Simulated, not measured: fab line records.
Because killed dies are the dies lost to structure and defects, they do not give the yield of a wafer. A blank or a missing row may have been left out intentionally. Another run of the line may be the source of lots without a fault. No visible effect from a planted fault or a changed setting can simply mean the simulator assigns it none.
What tool caused it? / flow gf180mcu / 13 lots with 39 wafers sampled at 3 steps, on a route of 602 steps

WHAT EACH GAUGE READ, for each wafer
GF_POLY_GATE_THK_MEAS_01.
lot=L485; measured=day 8 19:21; on=film_metro-02; POLY_GATE_CVD_00_THK (nm)=201.5 199.0 198.0
lot=L486; measured=day 9 00:40; on=film_metro-03; POLY_GATE_CVD_00_THK (nm)=200.0 198.7 197.2
lot=L487; measured=day 9 07:50; on=film_metro-02; POLY_GATE_CVD_00_THK (nm)=196.5 198.2 200.1
lot=L488; measured=day 9 12:25; on=film_metro-04; POLY_GATE_CVD_00_THK (nm)=201.9 201.7 202.3
lot=L489; measured=day 10 00:27; on=film_metro-03; POLY_GATE_CVD_00_THK (nm)=200.8 199.5 200.6
lot=L490; measured=day 10 01:48; on=film_metro-02; POLY_GATE_CVD_00_THK (nm)=201.4 199.2 200.9
lot=L494; measured=day 11 06:30; on=film_metro-02; POLY_GATE_CVD_00_THK (nm)=200.2 198.5 200.6
lot=L496; measured=day 11 23:02; on=film_metro-04; POLY_GATE_CVD_00_THK (nm)=203.7 202.9 202.9
lot=L497; measured=day 12 06:40; on=film_metro-03; POLY_GATE_CVD_00_THK (nm)=198.2 198.8 197.5
lot=L498; measured=day 12 13:40; on=film_metro-03; POLY_GATE_CVD_00_THK (nm)=199.6 197.0 199.3
lot=L501; measured=day 13 09:17; on=film_metro-02; POLY_GATE_CVD_00_THK (nm)=202.0 200.4 201.7
lot=L502; measured=day 13 14:52; on=film_metro-04; POLY_GATE_CVD_00_THK (nm)=201.3 201.3 201.7
lot=L506; measured=day 14 23:19; on=film_metro-04; POLY_GATE_CVD_00_THK (nm)=202.9 204.1 202.7

GF_POLY_GATE_CD_MEAS_10: the cd target is 280 nm.
lot=L485; measured=day 9 12:49; on=cd_sem-01; cd_nm (nm)=280.0 278.5 278.9
lot=L486; measured=day 9 18:04; on=cd_sem-02; cd_nm (nm)=280.0 279.5 280.3
lot=L487; measured=day 10 01:16; on=cd_sem-02; cd_nm (nm)=281.7 280.5 281.2
lot=L488; measured=day 10 05:32; on=cd_sem-01; cd_nm (nm)=280.6 279.9 280.3
lot=L489; measured=day 10 18:47; on=cd_sem-02; cd_nm (nm)=278.4 277.7 279.4
lot=L490; measured=day 10 19:08; on=cd_sem-02; cd_nm (nm)=280.9 280.9 279.9
lot=L494; measured=day 12 01:43; on=cd_sem-02; cd_nm (nm)=278.7 285.1 285.5
lot=L496; measured=day 12 17:50; on=cd_sem-02; cd_nm (nm)=282.4 281.2 281.7
lot=L497; measured=day 13 02:35; on=cd_sem-02; cd_nm (nm)=280.6 280.3 286.6
lot=L498; measured=day 13 09:31; on=cd_sem-02; cd_nm (nm)=280.9 280.2 280.6
lot=L501; measured=day 14 05:48; on=cd_sem-02; cd_nm (nm)=278.6 279.4 277.7
lot=L502; measured=day 14 11:11; on=cd_sem-01; cd_nm (nm)=279.5 280.5 278.9
lot=L506; measured=day 15 20:35; on=cd_sem-02; cd_nm (nm)=279.8 280.2 281.2

EACH LOT AND THE TOOL THAT RAN IT (in order: tool; ch and the chambers of the sampled wafers; start)
lot=L485; GF_POLY_GATE_PEB_08=litho_track-04 ch 0, day 9 12:29
lot=L486; GF_POLY_GATE_PEB_08=litho_track-04 ch 0, day 9 17:43
lot=L487; GF_POLY_GATE_PEB_08=litho_track-02 ch 0, day 10 00:56
lot=L488; GF_POLY_GATE_PEB_08=litho_track-03 ch 0, day 10 05:13
lot=L489; GF_POLY_GATE_PEB_08=litho_track-04 ch 0, day 10 18:27
lot=L490; GF_POLY_GATE_PEB_08=litho_track-03 ch 0, day 10 18:49
lot=L494; GF_POLY_GATE_PEB_08=litho_track-04 ch 0, day 12 01:22
lot=L496; GF_POLY_GATE_PEB_08=litho_track-02 ch 0, day 12 17:31
lot=L497; GF_POLY_GATE_PEB_08=litho_track-04 ch 0, day 13 02:15
lot=L498; GF_POLY_GATE_PEB_08=litho_track-02 ch 0, day 13 09:12
lot=L501; GF_POLY_GATE_PEB_08=litho_track-02 ch 0, day 14 05:27
lot=L502; GF_POLY_GATE_PEB_08=litho_track-03 ch 0, day 14 10:51
lot=L506; GF_POLY_GATE_PEB_08=litho_track-03 ch 0, day 15 20:15
- GF_POLY_GATE_PEB_08: peb time 90 s.

AS READ BY THE TOOLS THEMSELVES (means over the sampled wafers that have a number; for cases with no such wafer, the mark the record gives instead)
GF_POLY_GATE_PEB_08.
lot=L485; tool=litho_track-04; heater_power_total_W (W)=85.73
lot=L486; tool=litho_track-04; heater_power_total_W (W)=85.69
lot=L487; tool=litho_track-02; heater_power_total_W (W)=85.64
lot=L488; tool=litho_track-03; heater_power_total_W (W)=85.72
lot=L489; tool=litho_track-04; heater_power_total_W (W)=85.71
lot=L490; tool=litho_track-03; heater_power_total_W (W)=85.69
lot=L494; tool=litho_track-04; heater_power_total_W (W)=90.24
lot=L496; tool=litho_track-02; heater_power_total_W (W)=85.62
lot=L497; tool=litho_track-04; heater_power_total_W (W)=87.83
lot=L498; tool=litho_track-02; heater_power_total_W (W)=85.68
lot=L501; tool=litho_track-02; heater_power_total_W (W)=85.60
lot=L502; tool=litho_track-03; heater_power_total_W (W)=85.65
lot=L506; tool=litho_track-03; heater_power_total_W (W)=85.76

THE ANSWER, worked out from the rows above alone
Rule: the lots themselves supply what counts as usual. Put in order of their means at a reading, lots are off if they are a third of the lots or fewer, leave a main group of 4 or more, and stand apart from it by a gap of 3 or more times the standard deviation of the main group's means; of several such gaps the widest counts. Not used: any main group whose means are identical at the precision the tables above print for the reading. A lot without any number at a reading at which 4 lots or more have one is off too. Any other lot the step has rows for is counted as sound. First the gauges in route order, then the tools' own readings, where a lot's mean is used as printed above. At the first step where some lot is off, the reading lying furthest off is the one used; lots without a number count as furthest.
Off at GF_POLY_GATE_PEB_08 (heater_power_total_W): L494, L497. Mean 85.68 W and standard deviation 0.047 in the main group.
A tool fits if, at that step or a process step before it, it ran every lot that is off, and no sound lot after the first of them. One fits: litho_track-04 at GF_POLY_GATE_PEB_08. A fault onset in the window from L489 (day 10 18:27, its last sound lot) to L494 (day 12 01:22, its first lot off) fits.
On the lots that are off, the tool's own readings at GF_POLY_GATE_PEB_08 differ by more than 5 times the standard deviation of the sound lots' means, which bears it out; heater_power_total_W reads 89.03 W there versus 85.68 W on the sound lots.

WHAT THE SIMULATOR PUT IN
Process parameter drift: litho_track-04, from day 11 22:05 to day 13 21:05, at GF_POLY_GATE_PEB_08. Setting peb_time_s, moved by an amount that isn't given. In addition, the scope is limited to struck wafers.
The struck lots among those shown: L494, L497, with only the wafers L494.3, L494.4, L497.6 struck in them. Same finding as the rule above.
